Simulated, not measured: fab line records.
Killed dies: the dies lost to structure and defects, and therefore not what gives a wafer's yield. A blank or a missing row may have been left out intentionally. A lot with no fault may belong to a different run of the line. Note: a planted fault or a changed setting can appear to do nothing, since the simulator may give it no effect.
fab line records | flow sky130
record: lots: 5 wafers: 15 lastDay: 49
route steps=708 shown VIA2@524 METAL3@532 CAPM@537 PAD_OPEN@708
lots that met no fault: taken from a fault-free run of the same line
startH: start of the lot's first displayed wafer, in hours after the record's first day | waitH: hours elapsed since this lot's preceding step | " unchanged from the row above | L1.1+2: several wafers, shown together as one row | - no value, or no start given | * or withheld: withheld | < > ~ a bound
route shown NAME@n: names a module that has steps shown in the file, with the first one's number in the route | usual: average and standard deviation across the fault-free wafers | same: alike in all rows | chamber/n: place in a boat | sites: each site's reading | _std_site: the standard deviation of these | _edge_site: the outer-site mean with the inner-site mean subtracted | radiusMm: how far each site lies from the wafer's centre | mask NAME#n: copy n | behind: the last tool/chamber to shape the wafer | hold: cause of the lot's hold/its duration in hours/its outcome | device: the transistor (n, p or np) that didn't switch | end of line: tests of these same wafers at the route's end | where a step has no rows: the recipe by itself | killed: dies lost to structure and defects at the first sort, not the wafer's yield | map: dies across one wafer; x = killed, . = not, _ = none there
set.NAME: the setting the step ran with; set.NAME@STEP: the setting that earlier step ran with | model.NAME: the simulator's own value behind a step, which no gauge read
certain route steps with their lots: each step a table, each wafer a row
services: from which hour (startH, from the record's first day; less than 0 if before it) a tool's chamber was out of use, for how many hours, and why
== steps ==
step: SKY_VIA2_STRIP_17
recipe: chemistry: postEtchResidueRemover timeS: 1200 tempC: 72.5
step: SKY_VIA2_CLEAN_18
recipe: chemistry: IPA timeS: 180 tempC: 25
step: SKY_VIA2_CLEAN_19
recipe: chemistry: O3/DIW dry: n2Spin
step: SKY_VIA2_SPUTTER_20
recipe: material: TiN targetThkNm: 20 chamberPressurePa: 5 powerW: 4000 timeS: 80
step: SKY_VIA2_CVD_21
recipe: material: W targetThkNm: 420 timeS: 126.4 tempC: 403.9 pressureTorr: 40
usual: heaterPowerW: 960/50
columns lot.wafer tool chamber startH waitH heaterPowerW
L153.3 cvdW-01 0 878.39 0.1 987
L153.5 " 1 " " 893
L153.6 " 0 " " 989
L158.3 cvdW-01 0 914.65 0.1 960
L158.5 " 1 " " 884
L158.6 " 0 " " 986
L164.3 cvdW-01 0 967.18 0.1 1004
L164.5 " 0 " " 972
L164.6 " 1 " " 912
L163.2 cvdW-01 0 970.42 0.0 982
L163.4 " 1 " " 894
L163.5 " 0 " " 993
L166.1 cvdW-01 0 970.81 0.0 993
L166.2 " 1 " " 888
L166.4 " 0 " " 1004
step: SKY_VIA2_RS_MEAS_22
recipe: thkMeasGauge: four-point-probe reads: W_of_VIA2_CVD_21+TiN_of_VIA2_SPUTTER_20
usual: VIA2_W_RS: 0.2540/0.0026
columns lot.wafer tool chamber startH waitH VIA2_W_RS[ohm/sq]
L153.3 filmMetro-02 - 878.52 0.1 0.2502
L153.5 " - " " 0.2550
L153.6 " - " " 0.2543
L158.3 filmMetro-01 - 914.77 0.1 0.2535
L158.5 " - " " 0.2557
L158.6 " - " " 0.2562
L164.3 filmMetro-02 - 967.30 0.1 0.2519
L164.5 " - " " 0.2552
L164.6 " - " " 0.2547
L163.2 filmMetro-01 - 970.57 0.1 0.2533
L163.4 " - " " 0.2542
L163.5 " - " " 0.2545
L166.1 filmMetro-02 - 970.94 0.1 0.2508
L166.2 " - " " 0.2545
L166.4 " - " " 0.2500
step: SKY_VIA2_THK_MEAS_23
recipe: thkMeasGauge: xrf reads: W_of_VIA2_CVD_21
usual: VIA2_W_THK: 458/7.2
columns lot.wafer tool chamber startH waitH VIA2_W_THK[nm]
L153.3 filmMetro-02 - 878.62 0.1 459
L153.5 " - " " 449
L153.6 " - " " 451
L158.3 filmMetro-01 - 914.87 0.1 451
L158.5 " - " " 448
L158.6 " - " " 452
L164.3 filmMetro-02 - 967.40 0.1 458
L164.5 " - " " 455
L164.6 " - " " 457
L163.2 filmMetro-01 - 970.68 0.1 461
L163.4 " - " " 456
L163.5 " - " " 456
L166.1 filmMetro-02 - 971.06 0.1 460
L166.2 " - " " 456
L166.4 " - " " 465
step: SKY_VIA2_CMP_24
recipe: stopOn: SiO2 tOverpolishS: 20 downForcePsi: 3.5 platenRpm: 60 targetThkNm: 0 padVelocityMS: 0.94248
usual: motorCurrentA: 11.1/1.3 overpolishRunS: 20.000/0.0083 retainingRingPressureFrac: 1.001/0.0049 timeToEndpointS: 110/4.7
columns lot.wafer tool chamber startH waitH motorCurrentA overpolishRunS retainingRingPressureFrac timeToEndpointS
L153.3 cmp-01 1 878.76 0.1 14.1 19.982 0.998 107
L153.5 " 3 " " 10.2 19.994 1.003 101
L153.6 " 0 " " 10.6 19.981 0.994 107
L158.3 cmp-02 3 916.16 1.3 10.0 20.011 1.002 103
L158.5 " 1 " " 11.1 19.992 1.003 115
L158.6 " 2 " " 10.4 20.007 0.998 111
L164.3 cmp-02 0 967.92 0.5 13.0 20.003 0.997 105
L164.5 " 0 " " 12.7 19.997 0.996 106
L164.6 " 1 " " 11.3 20.012 1.001 115
L163.2 cmp-01 1 970.90 0.2 13.5 19.993 1.003 113
L163.4 " 2 " " 9.6 20.016 0.999 105
L163.5 " 3 " " 10.0 20.005 1.000 108
L166.1 cmp-01 2 971.40 0.3 9.8 19.991 1.005 109
L166.2 " 0 " " 10.2 20.001 0.995 113
L166.4 " 1 " " 13.7 20.006 1.003 117
step: SKY_METAL3_SPUTTER_00
recipe: material: Ti targetThkNm: 15 powerW: 3000 timeS: 10 chamberPressurePa: 0.4
usual: cathodeDcPowerW: 3000.0/0.54 throttleValvePct: 30.2/0.87
columns lot.wafer tool chamber startH waitH cathodeDcPowerW throttleValvePct
L153.3 pvdSputter-04 - 878.96 0.1 2999.0 30.0
L153.5 " - " " 2998.8 31.5
L153.6 " - " " 3000.0 29.7
L158.3 pvdSputter-01 - 916.36 0.1 3000.7 30.6
L158.5 " - " " 3000.6 30.2
L158.6 " - " " 3000.8 31.5
L164.3 pvdSputter-01 - 968.22 0.2 2999.7 30.4
L164.5 " - " " 3000.3 30.3
L164.6 " - " " 3000.2 30.6
L163.2 pvdSputter-04 - 971.10 0.1 3000.0 31.4
L163.4 " - " " 2999.5 28.7
L163.5 " - " " 2998.6 30.3
L166.1 pvdSputter-03 - 971.70 0.2 3001.1 30.2
L166.2 " - " " 2999.9 30.0
L166.4 " - " " 3000.4 30.9
step: SKY_METAL3_SPUTTER_01
recipe: material: TiN targetThkNm: 20 powerW: 6500 timeS: 16.7 chamberPressurePa: 0.4
step: SKY_METAL3_SPUTTER_02
recipe: material: AlCu targetThkNm: 735 powerW: 10600 timeS: 39.1 chamberPressurePa: 0.4
usual: cathodeDcPowerW: 10600/1.8 throttleValvePct: 30.2/0.87
columns lot.wafer tool chamber startH waitH cathodeDcPowerW throttleValvePct
L153.3 pvdSputter-04 - 879.01 0.0 10597 29.9
L153.5 " - " " 10599 31.2
L153.6 " - " " 10600 29.8
L158.3 pvdSputter-01 - 916.40 0.0 10600 30.5
L158.5 " - " " 10600 30.5
L158.6 " - " " 10600 31.5
L164.3 pvdSputter-01 - 968.27 0.0 10600 30.9
L164.5 " - " " 10599 30.5
L164.6 " - " " 10601 30.3
L163.2 pvdSputter-04 - 971.15 0.0 10600 31.6
L163.4 " - " " 10599 28.6
L163.5 " - " " 10601 29.8
L166.1 pvdSputter-03 - 971.74 0.0 10600 30.5
L166.2 " - " " 10599 30.3
L166.4 " - " " 10600 30.7
step: SKY_METAL3_SPUTTER_03
recipe: material: Ti targetThkNm: 5 powerW: 3000 timeS: 3.3 chamberPressurePa: 0.4
step: SKY_METAL3_SPUTTER_04
recipe: material: TiN targetThkNm: 70 powerW: 6500 timeS: 58.3 chamberPressurePa: 0.4
usual: cathodeDcPowerW: 6499.9/1.1 throttleValvePct: 30.3/0.86
columns lot.wafer tool chamber startH waitH cathodeDcPowerW throttleValvePct model.TiN_of_METAL3_SPUTTER_04.thkNm
L153.3 pvdSputter-04 - 879.07 0.0 6500.2 30.1 69.75
L153.5 " - " " 6499.7 31.5 70.28
L153.6 " - " " 6501.8 29.9 69.79
L158.3 pvdSputter-01 - 916.46 0.0 6500.2 30.6 69.38
L158.5 " - " " 6499.6 30.6 69.43
L158.6 " - " " 6499.7 31.2 70.53
L164.3 pvdSputter-01 - 968.32 0.0 6499.5 30.6 70.48
L164.5 " - " " 6500.1 30.6 70.15
L164.6 " - " " 6501.3 30.3 70.54
L163.2 pvdSputter-04 - 971.21 0.0 6498.9 31.3 69.39
L163.4 " - " " 6696.4 28.7 71.16
L163.5 " - " " 6499.3 29.9 69.35
L166.1 pvdSputter-03 - 971.80 0.0 6500.7 30.4 69.48
L166.2 " - " " 6498.6 30.3 69.5
L166.4 " - " " 6498.8 30.9 68.48
step: SKY_CAPM_CVD_00
recipe: material: SiO2 targetThkNm: 15.5 tempC: 400 timeS: withheld rfW: 450
usual: heaterPowerW: 704/82
columns lot.wafer tool chamber startH waitH heaterPowerW
L153.3 pecvd-01 2 879.11 0.0 758
L153.5 " 1 " " 620
L153.6 " 2 " " 735
L158.3 pecvd-02 0 916.51 0.0 607
L158.5 " 2 " " 657
L158.6 " 0 " " 625
L164.3 pecvd-04 2 968.37 0.0 729
L164.5 " 1 " " 737
L164.6 " 2 " " 722
L163.2 pecvd-01 2 971.27 0.0 823
L163.4 " 1 " " 652
L163.5 " 2 " " 850
L166.1 pecvd-04 2 971.85 0.0 695
L166.2 " 0 " " 585
L166.4 " 0 " " 590
step: SKY_PAD_OPEN_PROBE_99
usual: defectLimitedYield: 82.8/1.8 killed_at_M0_to_M3: 42/5.8 killed_at_M4_up: 3.0/2 killedAtContacts: 24/5.5 killedAtFrontEnd: 15/3.9 killedAtOther: 0.3/0.54 killedDies: 85/8.8 killedOpen: 47/6.8 killedShort: 38/5.9 sort_bin_3_pad_short: 0.9/0.41 sort_bin_5_function: 10.1/1.4 sort_bin_6_memory: 6.2/1.2 sortNPass: 407/8.8 sortYieldPct: 82.8/1.8
same: grossDies: 492 killedAtBackSide: 0 sort_bin_4_leakage[%]: 0 sort_bin_8_speed[%]: 0
columns lot.wafer tool chamber startH waitH defectLimitedYield[%] killed_at_M0_to_M3 killed_at_M4_up killedAtContacts killedAtFrontEnd killedAtOther killedDies killedOpen killedShort sort_bin_3_pad_short[%] sort_bin_5_function[%] sort_bin_6_memory[%] sortNPass sortYieldPct[%]
L158.3 prober-01 - 1130.12 0.2 81.7 50 1 22 16 1 90 54 36 1.2 11.6 5.5 402 81.7
L158.5 prober-01 - 1130.22 0.2 83.5 42 5 20 14 0 81 52 28 0.8 10.6 5.1 411 83.5
L158.6 prober-01 - 1130.27 0.2 82.5 41 6 23 16 0 86 53 33 1.0 9.6 6.9 406 82.5
L164.3 prober-01 - 1168.94 0.2 80.9 53 4 23 14 0 94 49 45 0.8 11.4 6.9 398 80.9
L164.5 prober-01 - 1169.04 0.2 80.7 37 3 33 22 0 95 55 40 1.2 10.6 7.5 397 80.7
L164.6 prober-01 - 1169.09 0.2 78.9 44 5 34 20 1 104 61 43 0.8 10.2 10.2 388 78.9
L163.2 prober-02 - 1172.54 0.1 84.1 36 4 25 13 0 78 50 28 0.6 9.8 5.5 414 84.1
L163.4 prober-02 - 1172.64 0.2 84.1 42 1 26 9 0 78 42 35 0.4 10.0 5.5 414 84.1
L163.5 prober-02 - 1172.69 0.2 84.1 37 4 26 11 0 78 42 35 1.0 9.1 5.7 414 84.1
L166.1 prober-01 - 1175.11 0.1 84.6 39 3 21 13 0 76 42 34 0.8 7.7 6.9 416 84.6
L166.2 prober-01 - 1175.16 0.1 82.5 43 1 26 16 0 86 44 42 1.0 11.0 5.5 406 82.5
L166.4 prober-01 - 1175.26 0.2 83.5 42 3 23 13 0 81 42 39 0.8 11.8 3.9 411 83.5
killed by level:class
L158.3 VIA1:geometricParticle:open=11 VIA2:geometricParticle:open=8 LI_CONTACT:geometricParticle:open=8 CONTACT:geometricParticle:open=8 METAL2:geometricParticle:short=6 VIA3:geometricParticle:open=6 FIELD_ISO:geometricParticle:open=4 VIA1:geometricParticle:short=4
L158.5 VIA1:geometricParticle:open=12 CONTACT:geometricParticle:open=7 LI_CONTACT:geometricParticle:open=6 VIA2:geometricParticle:open=6 VIA3:geometricParticle:open=6 METAL4:geometricParticle:short=5 POLY_CUT:geometricParticle:open=4 METAL1:geometricParticle:short=4
L158.6 VIA1:geometricParticle:open=10 VIA2:geometricParticle:open=10 CONTACT:geometricParticle:open=8 METAL1:geometricParticle:short=6 LI_CONTACT:geometricParticle:open=6 FIELD_ISO:geometricParticle:open=5 FIELD_ISO:geometricParticle:short=4 METAL1:geometricParticle:open=4
L164.3 VIA1:geometricParticle:open=11 VIA3:geometricParticle:open=9 CONTACT:geometricParticle:open=8 LI_CONTACT:geometricParticle:open=7 VIA2:geometricParticle:short=6 POLY_GATE:geometricParticle:short=5 POLY_GATE:geometricParticle:open=5 CONTACT:geometricParticle:short=5
L164.5 CONTACT:geometricParticle:open=15 LI_CONTACT:geometricParticle:open=9 POLY_GATE:geometricParticle:open=8 POLY_GATE:geometricParticle:short=7 VIA1:geometricParticle:open=7 VIA3:geometricParticle:open=6 VIA2:geometricParticle:short=5 CONTACT:geometricParticle:short=4
L164.6 VIA1:geometricParticle:open=13 CONTACT:geometricParticle:open=11 CONTACT:geometricParticle:short=7 VIA3:geometricParticle:open=7 LI_CONTACT:geometricParticle:open=6 LOCAL_INTERCONNECT:geometricParticle:short=6 VIA1:geometricParticle:short=6 VIA2:geometricParticle:open=6
L163.2 VIA1:geometricParticle:open=13 LI_CONTACT:geometricParticle:open=10 CONTACT:geometricParticle:open=10 VIA2:geometricParticle:open=6 POLY_GATE:geometricParticle:open=4 METAL1:geometricParticle:short=4 METAL2:geometricParticle:short=4 FIELD_ISO:geometricParticle:open=3
L163.4 VIA1:geometricParticle:open=13 CONTACT:geometricParticle:open=8 LI_CONTACT:geometricParticle:short=6 LI_CONTACT:geometricParticle:open=5 LOCAL_INTERCONNECT:geometricParticle:short=5 VIA1:geometricParticle:short=4 VIA2:geometricParticle:open=4 FIELD_ISO:geometricParticle:short=3
L163.5 CONTACT:geometricParticle:open=13 VIA1:geometricParticle:open=10 METAL1:geometricParticle:short=8 LI_CONTACT:geometricParticle:open=7 VIA1:geometricParticle:short=5 VIA3:geometricParticle:open=4 METAL2:geometricParticle:short=4 POLY_GATE:geometricParticle:short=3
L166.1 VIA1:geometricParticle:open=8 LI_CONTACT:geometricParticle:open=7 CONTACT:geometricParticle:open=7 METAL2:geometricParticle:short=6 METAL1:geometricParticle:short=6 VIA2:geometricParticle:open=5 VIA3:geometricParticle:open=4 FIELD_ISO:geometricParticle:short=3
L166.2 VIA1:geometricParticle:open=12 CONTACT:geometricParticle:short=8 METAL2:geometricParticle:short=8 VIA1:geometricParticle:short=6 POLY_GATE:geometricParticle:open=5 CONTACT:geometricParticle:open=5 VIA2:geometricParticle:open=5 FIELD_ISO:geometricParticle:short=4
L166.4 CONTACT:geometricParticle:open=10 VIA1:geometricParticle:open=8 METAL1:geometricParticle:short=7 METAL2:geometricParticle:short=7 POLY_GATE:geometricParticle:short=5 VIA2:geometricParticle:open=5 LI_CONTACT:geometricParticle:open=4 METAL3:geometricParticle:short=4
== services ==
columns tool chamber startH hours kind
pecvd-01 - 855.91 1.7 repair
pvdSputter-04 1 865.39 - consumableReplace:kit
pvdSputter-04 1 865.39 18.0 scheduledDown
pvdSputter-04 1 865.39 18.0 ventCycle
pecvd-02 - 868.32 3.1 repair
cmp-01 - 878.11 0.3 repair
pecvd-01 2 879.60 2.8 repair
pecvd-01 - 890.23 1.3 repair
cvdW-01 1 892.70 5.2 repair
pecvd-02 0 893.03 5.6 repair
pecvd-04 - 896.40 2.8 pm
pvdSputter-03 - 904.17 1.0 repair
cmp-01 - 912.00 4.0 pm
cmp-01 - 914.59 1.3 repair
cmp-01 - 921.55 25.4 pm
cvdW-01 - 933.70 14.6 pm
pecvd-04 2 935.97 14.0 repair
pvdSputter-01 3 944.23 - consumableReplace:kit
pvdSputter-01 3 944.23 18.0 scheduledDown
pvdSputter-01 3 944.23 18.0 ventCycle
cmp-02 - 954.50 1.0 repair
cvdW-01 - 954.96 0.6 repair
cmp-01 - 964.19 4.1 repair
cmp-02 - 968.29 5.8 pm
== key ==
firstSign: step: SKY_METAL3_SPUTTER_04 reading: cathodeDcPowerW direction: up sigmas: 99+ usual: 6499.9 struck: 6696.4
effect none on later readings
modelEffect: step: SKY_METAL3_SPUTTER_04 value: TiN_of_METAL3_SPUTTER_04.thkNm without: 69.04 struck: 71.16
metAt SKY_METAL3_SPUTTER_04
struckWafers L163.4
fault: kind: processParameterDrift tool: pvdSputter-04 chamber: - onsetH: 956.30 steps: SKY_METAL3_SPUTTER_04 channel: powerW offset: * shape: step endH: 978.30 actsIn: * stated: * scope: struckWafersOnly
